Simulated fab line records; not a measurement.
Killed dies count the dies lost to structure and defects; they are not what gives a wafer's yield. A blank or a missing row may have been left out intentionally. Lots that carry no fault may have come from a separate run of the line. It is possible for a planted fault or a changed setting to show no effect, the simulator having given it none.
Code-filled problem report in 8D (eight disciplines) form | flow sky130 | the parts of the form that need people (team, actions taken, sign-off) are left out

== 1. WHAT WENT WRONG ==
heaterPowerTotalW at SKY_VT_ADJUST_HVTP_SOFTBAKE_03 reads a mean of 59.39 W on 6 wafers of 2 lots; wafers without a fault read 56.60 W with a standard deviation of 0.042. That is +67 standard deviations from the usual mean.
The step: time 60 s.
First observed at day 7 18:20: wafer L408.3, on lithoTrack-01. Wafers with a number at this step in the record: 36, from 12 lots. By rule, "out" or "out of limits" means more than 4 standard deviations away from the usual mean. Any other wafer with a number is counted as sound.

== 2. WHAT IT IS, AND WHAT IT ISN'T ==
question                    | is                            | is not
which readings at this step | heaterPowerTotalW, plateTempC | -
which lots                  | L408, L409                    | L401, L403, L404, L415, L418, L419, L420, L421, L422, L423
which wafers of those lots  | all that have a number        | -
read on which tools         | lithoTrack-01                 | lithoTrack-02, lithoTrack-03
when                        | from day 7 18:20              | up to then (9 sound wafers); but 21 sound wafers of L415, L418, L419, L420, L421, L422, L423 came after

== 3. SUSPECTS, AND WHAT RULES EACH OUT ==
Counting: any tool at a process step up to the reading is kept as a suspect provided that every lot that is out went through it and no sound lot did after the first of them.
- lithoTrack-01 at SKY_VT_ADJUST_HVTP_SOFTBAKE_03 (time 60 s): ruled out as a lasting fault. After its first lot that is out, L408 (day 7 18:20), sound lots L419, L420, L423 ran on it.
Left after counting: nothing in the record.

== 4. THE CAUSE (what the simulator had put in) ==
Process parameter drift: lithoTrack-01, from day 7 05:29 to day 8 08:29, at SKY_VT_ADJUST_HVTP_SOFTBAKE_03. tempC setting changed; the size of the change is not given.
Counting ruled it out, wrongly.

== 5. THE EFFECT CHAIN, in route order ==
Rows list readings where the struck wafers' mean (over those with a number) sits beyond 3 standard deviations from the usual. Scope: only readings with a usual standard deviation given in the record; hours: median across lots of the time from each lot's start at the first step in this table that gives one to its start at this step; sigmas: change in usual standard deviations.
hours | step                           | reading           | usual   | on struck wafers | change | sigmas
0     | SKY_VT_ADJUST_HVTP_SOFTBAKE_03 | heaterPowerTotalW | 56.60 W | 59.39            | +2.79  | +67
0     | SKY_VT_ADJUST_HVTP_SOFTBAKE_03 | plateTempC        | 90.01 C | 93.20            | +3.19  | +27
Its process steps:
- SKY_VT_ADJUST_HVTP_SOFTBAKE_03: time 60 s.
At these later measuring or inspecting steps, every struck wafer for which the step has a row has a number for every such reading, and none has moved that far: SKY_LI_CONTACT_THK_MEAS_01.

== 6. WHAT WOULD HAVE CAUGHT IT SOONER ==
In this record no reading fell out of limits until day 7 18:20, 13 hours after the fault had begun at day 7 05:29.
